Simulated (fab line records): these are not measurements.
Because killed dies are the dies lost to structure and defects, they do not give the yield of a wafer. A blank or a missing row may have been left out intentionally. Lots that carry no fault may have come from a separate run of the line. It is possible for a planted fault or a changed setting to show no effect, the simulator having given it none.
Which of the tools did it? :: flow gf180mcu :: route of 602 steps, sampled at 1 step: 7 lots, 21 wafers

== WHAT EACH GAUGE READ, for each wafer ==
GF_CONTACT_CD_MEAS_14 targets a cd of 220 nm.
lot: L974
measured: day 16 00:22
on: cd_sem-01
cd_nm (nm): 220.8 221.3 219.9

lot: L980
measured: day 18 22:06
on: cd_sem-01
cd_nm (nm): 222.2 220.7 220.8

lot: L982
measured: day 20 04:16
on: cd_sem-02
cd_nm (nm): 221.1 220.5 219.8

lot: L983
measured: day 20 11:25
on: cd_sem-02
cd_nm (nm): 221.6 220.9 221.2

lot: L990
measured: day 22 13:12
on: cd_sem-02
cd_nm (nm): 220.5 220.8 221.3

lot: L994
measured: day 23 23:34
on: cd_sem-02
cd_nm (nm): 220.0 219.8 221.6

lot: L996
measured: day 24 11:26
on: cd_sem-02
cd_nm (nm): 220.1 219.9 220.2

== EACH LOT AND THE TOOL THAT RAN IT (in order: tool; ch and the chambers of the sampled wafers; start) ==
No process step before these readings appears in the record.

== THE ANSWER, worked out from the rows above alone ==
Rule: what is usual is taken from the lots themselves. Put in order of their means at a reading, lots are off if they are a third of the lots or fewer, leave a main group of 4 or more, and stand apart from it by a gap of 3 or more times the standard deviation of the main group's means; of several such gaps the widest counts. A main group whose means are all the same, to the digits that the tables above print for the reading, isn't used. Also off: a lot with no number at a reading for which 4 or more lots have one. Where the step has rows for the other lots, those lots are counted as sound.
No lot is off at any reading shown: from this, nothing can be told.

== WHAT THE SIMULATOR PUT IN ==
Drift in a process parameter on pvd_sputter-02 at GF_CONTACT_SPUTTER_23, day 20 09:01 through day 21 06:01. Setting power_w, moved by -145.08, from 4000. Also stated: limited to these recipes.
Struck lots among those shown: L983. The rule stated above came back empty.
